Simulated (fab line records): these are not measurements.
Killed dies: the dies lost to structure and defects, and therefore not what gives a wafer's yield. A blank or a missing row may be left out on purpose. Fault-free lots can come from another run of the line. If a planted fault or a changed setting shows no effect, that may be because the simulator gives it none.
Matching of chambers	flow sky130	SKY_METAL4_ETCH_17 on rie_diel-03 has 4 sister chambers
The step etches SiO2 in C4F8/O2/Ar, stops on TiN, time 3.9 s, target depth 15 nm. 16 wafers are shown with their chamber, then 8 later ones without.

## WAFERS WITH THEIR CHAMBER
wafer	chamber	oes_product_au (a.u.)
L075.2	1	0.740
L075.3	3	0.741
L075.5	3	0.762
L077.2	1	0.757
L077.5	0	0.758
L077.6	1	0.769
L088.2	1	0.756
L088.3	0	0.754
L088.5	1	0.754
L091.3	1	0.758
L091.4	2	0.766
L091.5	1	0.753
L094.3	0	0.763
L094.4	1	0.761
L094.5	3	0.759
L096.1	3	0.753

SIGNATURES, as means of the wafers listed above
reading	chamber 0	chamber 1	chamber 2	chamber 3	scatter within a chamber
oes_product_au	0.75833	0.75600	0.76600	0.75375	0.008
Rule: distance of a wafer from a chamber = root of the sum over the readings of ((wafer's reading minus chamber's mean) / reading's scatter) squared. If the next closest chamber is less than 2 further off than the closest, the wafer can't be placed; otherwise it belongs to the closest. How the scatter is found: for the shown wafers, subtract from each reading the mean of its chamber, square and add these, divide the total by (wafers less chambers), then take the root.

## WAFERS MISSING THEIR CHAMBER
wafer	oes_product_au (a.u.)
L096.2	0.757
L096.3	0.755
L096.4	0.761
L096.5	0.759
L096.6	0.753
L097.1	0.748
L097.2	0.759
L097.6	0.757

## CHAMBER TAKEN BY EACH
wafer	from the rows above	in truth
L096.2	can't be placed: 1 or 0 or 3 or 2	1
L096.3	can't be placed: 1 or 3 or 0 or 2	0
L096.4	can't be placed: 0 or 1 or 2 or 3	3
L096.5	can't be placed: 0 or 1 or 3 or 2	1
L096.6	can't be placed: 3 or 1 or 0 or 2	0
L097.1	can't be placed: 3 or 1 or 0 or 2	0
L097.2	can't be placed: 0 or 1 or 3 or 2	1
L097.6	can't be placed: 1 or 0 or 3 or 2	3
Placed correctly: 0 of 8. Not placeable from these rows: 8 (in 8, the candidates include the true chamber). 0 placed wrongly.
